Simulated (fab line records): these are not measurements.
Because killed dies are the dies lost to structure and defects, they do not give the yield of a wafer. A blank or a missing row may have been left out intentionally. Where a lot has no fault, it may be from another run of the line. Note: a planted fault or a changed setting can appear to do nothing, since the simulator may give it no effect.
Which tool was responsible? :: flow gf180mcu :: 13 lots, 39 wafers sampled, at 5 steps of a route of 602

WHAT THE GAUGES READ, wafer by wafer
GF_M3_RS_MEAS_05: measures by four-point-probe.
lot: L179
measured: day 20 12:23
on: film_metro-01
M3_ALCU_RS (ohm/sq): 0.0713 0.0706 0.0702

lot: L180
measured: day 21 03:18
on: film_metro-01
M3_ALCU_RS (ohm/sq): 0.0697 0.0698 0.0695

lot: L181
measured: day 21 05:38
on: film_metro-01
M3_ALCU_RS (ohm/sq): 0.0697 0.0698 0.0691

lot: L183
measured: day 22 08:29
on: film_metro-04
M3_ALCU_RS (ohm/sq): 0.0690 0.0690 0.0693

lot: L184
measured: day 22 18:35
on: film_metro-01
M3_ALCU_RS (ohm/sq): 0.0683 0.0686 0.0685

lot: L186
measured: day 23 11:29
on: film_metro-01
M3_ALCU_RS (ohm/sq): 0.0703 0.0693 0.0693

lot: L189
measured: day 24 05:40
on: film_metro-04
M3_ALCU_RS (ohm/sq): 0.0694 0.0684 0.0689

lot: L190
measured: day 24 11:52
on: film_metro-01
M3_ALCU_RS (ohm/sq): 0.0686 0.0689 0.0691

lot: L191
measured: day 25 03:49
on: film_metro-01
M3_ALCU_RS (ohm/sq): 0.0704 0.0696 0.0702

lot: L192
measured: day 25 09:29
on: film_metro-03
M3_ALCU_RS (ohm/sq): 0.0697 0.0701 0.0700

lot: L198
measured: day 26 20:56
on: film_metro-01
M3_ALCU_RS (ohm/sq): 0.0689 0.0691 0.0690

lot: L199
measured: day 27 03:35
on: film_metro-03
M3_ALCU_RS (ohm/sq): 0.0698 0.0692 0.0692

lot: L200
measured: day 27 15:13
on: film_metro-04
M3_ALCU_RS (ohm/sq): 0.0689 0.0690 0.0693

GF_V3_BOW_MEAS_05.
lot: L179
measured: day 21 14:17
on: film_metro-01
V3_BOW (um): 123 115 127

lot: L180
measured: day 22 04:17
on: film_metro-04
V3_BOW (um): 122 109 117

lot: L181
measured: day 22 07:13
on: film_metro-02
V3_BOW (um): 111 101 98

lot: L183
measured: day 23 09:49
on: film_metro-04
V3_BOW (um): 113 107 109

lot: L184
measured: day 23 18:58
on: film_metro-01
V3_BOW (um): 117 126 111

lot: L186
measured: day 24 11:34
on: film_metro-01
V3_BOW (um): 97 100 105

lot: L189
measured: day 25 05:04
on: film_metro-02
V3_BOW (um): 97 103 94

lot: L190
measured: day 25 11:36
on: film_metro-01
V3_BOW (um): 88 91 86

lot: L191
measured: day 26 02:44
on: film_metro-01
V3_BOW (um): 114 105 111

lot: L192
measured: day 26 07:44
on: film_metro-02
V3_BOW (um): 120 114 119

lot: L198
measured: day 27 17:49
on: film_metro-01
V3_BOW (um): 130 122 124

lot: L199
measured: day 28 01:08
on: film_metro-04
V3_BOW (um): 109 121 116

lot: L200
measured: day 28 11:47
on: film_metro-02
V3_BOW (um): 114 110 111

GF_V3_OVL_MEAS_15.
lot: L179
measured: day 22 14:19
on: overlay-01
V3_OVL (nm): 4 -8 -8

lot: L180
measured: day 23 03:29
on: overlay-02
V3_OVL (nm): 0 -2 3

lot: L181
measured: day 23 05:59
on: overlay-01
V3_OVL (nm): 5 -10 2

lot: L183
measured: day 24 09:14
on: overlay-01
V3_OVL (nm): -18 -17 -1

lot: L184
measured: day 24 17:44
on: overlay-01
V3_OVL (nm): 5 5 3

lot: L186
measured: day 25 09:31
on: overlay-02
V3_OVL (nm): 9 -8 0

lot: L189
measured: day 26 02:40
on: overlay-02
V3_OVL (nm): 3 7 6

lot: L190
measured: day 26 08:08
on: overlay-02
V3_OVL (nm): -6 10 -7

lot: L191
measured: day 26 23:53
on: overlay-02
V3_OVL (nm): 2 6 3

lot: L192
measured: day 27 04:43
on: overlay-01
V3_OVL (nm): 6 1 18

lot: L198
measured: day 28 13:44
on: overlay-02
V3_OVL (nm): -6 -9 -1

lot: L199
measured: day 28 20:26
on: overlay-01
V3_OVL (nm): 1 -2 -1

lot: L200
measured: day 29 06:49
on: overlay-02
V3_OVL (nm): 7 -2 -6

WHICH TOOL RAN EACH LOT (tool, then ch and the chambers of the sampled wafers, then the start)
lot: L179
GF_V2_SPUTTER_21: pvd_sputter-03, day 20 11:28
GF_V3_CVD_02: pecvd-04 ch 0,1, day 21 13:49

lot: L180
GF_V2_SPUTTER_21: pvd_sputter-01, day 21 02:22
GF_V3_CVD_02: pecvd-04 ch 0,1, day 22 03:48

lot: L181
GF_V2_SPUTTER_21: pvd_sputter-02, day 21 04:43
GF_V3_CVD_02: pecvd-03 ch 0,2, day 22 06:47

lot: L183
GF_V2_SPUTTER_21: pvd_sputter-02, day 22 07:32
GF_V3_CVD_02: pecvd-04 ch 0,1, day 23 09:21

lot: L184
GF_V2_SPUTTER_21: pvd_sputter-02, day 22 17:31
GF_V3_CVD_02: pecvd-04 ch 0,1, day 23 18:28

lot: L186
GF_V2_SPUTTER_21: pvd_sputter-03, day 23 10:34
GF_V3_CVD_02: pecvd-04 ch 0,1, day 24 11:06

lot: L189
GF_V2_SPUTTER_21: pvd_sputter-03, day 24 04:45
GF_V3_CVD_02: pecvd-04 ch 0,1, day 25 04:35

lot: L190
GF_V2_SPUTTER_21: pvd_sputter-02, day 24 10:55
GF_V3_CVD_02: pecvd-04 ch 0,1, day 25 11:02

lot: L191
GF_V2_SPUTTER_21: pvd_sputter-03, day 25 02:54
GF_V3_CVD_02: pecvd-04 ch 0,1, day 26 02:16

lot: L192
GF_V2_SPUTTER_21: pvd_sputter-02, day 25 08:35
GF_V3_CVD_02: pecvd-01 ch 0,1,2, day 26 07:19

lot: L198
GF_V2_SPUTTER_21: pvd_sputter-01, day 26 20:00
GF_V3_CVD_02: pecvd-03 ch 1,2, day 27 17:22

lot: L199
GF_V2_SPUTTER_21: pvd_sputter-03, day 27 02:41
GF_V3_CVD_02: pecvd-04 ch 1,2, day 28 00:42

lot: L200
GF_V2_SPUTTER_21: pvd_sputter-01, day 27 14:17
GF_V3_CVD_02: pecvd-04 ch 0,1,2, day 28 11:22
- GF_V2_SPUTTER_21: material Ti, target thk 15 nm, time 80.02 s.
- GF_V3_CVD_02: deposits SiO2 from TEOS, target thk 850 nm, time 94.851 s.

AS READ BY THE TOOLS THEMSELVES (means over the sampled wafers that have a number; for cases with no such wafer, the mark the record gives instead)
GF_V2_SPUTTER_21.
lot: L179
tool: pvd_sputter-03
throttle_valve_pct (%): 30.2

lot: L180
tool: pvd_sputter-01
throttle_valve_pct (%): 29.7

lot: L181
tool: pvd_sputter-02
throttle_valve_pct (%): 29.4

lot: L183
tool: pvd_sputter-02
throttle_valve_pct (%): 29.1

lot: L184
tool: pvd_sputter-02
throttle_valve_pct (%): 30.0

lot: L186
tool: pvd_sputter-03
throttle_valve_pct (%): 30.0

lot: L189
tool: pvd_sputter-03
throttle_valve_pct (%): 29.7

lot: L190
tool: pvd_sputter-02
throttle_valve_pct (%): 29.0

lot: L191
tool: pvd_sputter-03
throttle_valve_pct (%): 29.2

lot: L192
tool: pvd_sputter-02
throttle_valve_pct (%): 30.7

lot: L198
tool: pvd_sputter-01
throttle_valve_pct (%): 30.3

lot: L199
tool: pvd_sputter-03
throttle_valve_pct (%): 29.8

lot: L200
tool: pvd_sputter-01
throttle_valve_pct (%): 30.1

GF_V3_CVD_02.
lot: L179
tool: pecvd-04
heater_power_outer_w (W): 400
heater_power_w (W): 633

lot: L180
tool: pecvd-04
heater_power_outer_w (W): 431
heater_power_w (W): 680

lot: L181
tool: pecvd-03
heater_power_outer_w (W): 400
heater_power_w (W): 715

lot: L183
tool: pecvd-04
heater_power_outer_w (W): 417
heater_power_w (W): 648

lot: L184
tool: pecvd-04
heater_power_outer_w (W): 411
heater_power_w (W): 647

lot: L186
tool: pecvd-04
heater_power_outer_w (W): 434
heater_power_w (W): 665

lot: L189
tool: pecvd-04
heater_power_outer_w (W): -
heater_power_w (W): -

lot: L190
tool: pecvd-04
heater_power_outer_w (W): -
heater_power_w (W): -

lot: L191
tool: pecvd-04
heater_power_outer_w (W): 405
heater_power_w (W): 644

lot: L192
tool: pecvd-01
heater_power_outer_w (W): 388
heater_power_w (W): 668

lot: L198
tool: pecvd-03
heater_power_outer_w (W): 426
heater_power_w (W): 766

lot: L199
tool: pecvd-04
heater_power_outer_w (W): 414
heater_power_w (W): 645

lot: L200
tool: pecvd-04
heater_power_outer_w (W): 376
heater_power_w (W): 610

THE ANSWER, worked out from the rows above alone
Rule: the lots themselves supply what counts as usual. Put in order of their means at a reading, lots are off if they are a third of the lots or fewer, leave a main group of 4 or more, and stand apart from it by a gap of 3 or more times the standard deviation of the main group's means; of several such gaps the widest counts. A main group is skipped when, at the precision printed for the reading in the tables above, its means are all equal. Also off: a lot with no number at a reading for which 4 or more lots have one. The other lots that the step has rows for count as sound. The gauges are gone through in route order, then the tools' own readings, and for those a lot's mean is taken as printed above. At the first step where some lot is off, the reading lying furthest off is the one used; lots without a number count as furthest.
Off: L189, L190 (GF_V3_CVD_02, heater_power_outer_w). Without a number there: L189, L190. The main group has a mean of 409 W with a standard deviation of 17.
If a tool, at that step or one of the process steps before it, ran each lot that is off and ran no sound lot following the first of them, it fits. None of those tried fits.

WHAT HAD BEEN PUT IN BY THE SIMULATOR
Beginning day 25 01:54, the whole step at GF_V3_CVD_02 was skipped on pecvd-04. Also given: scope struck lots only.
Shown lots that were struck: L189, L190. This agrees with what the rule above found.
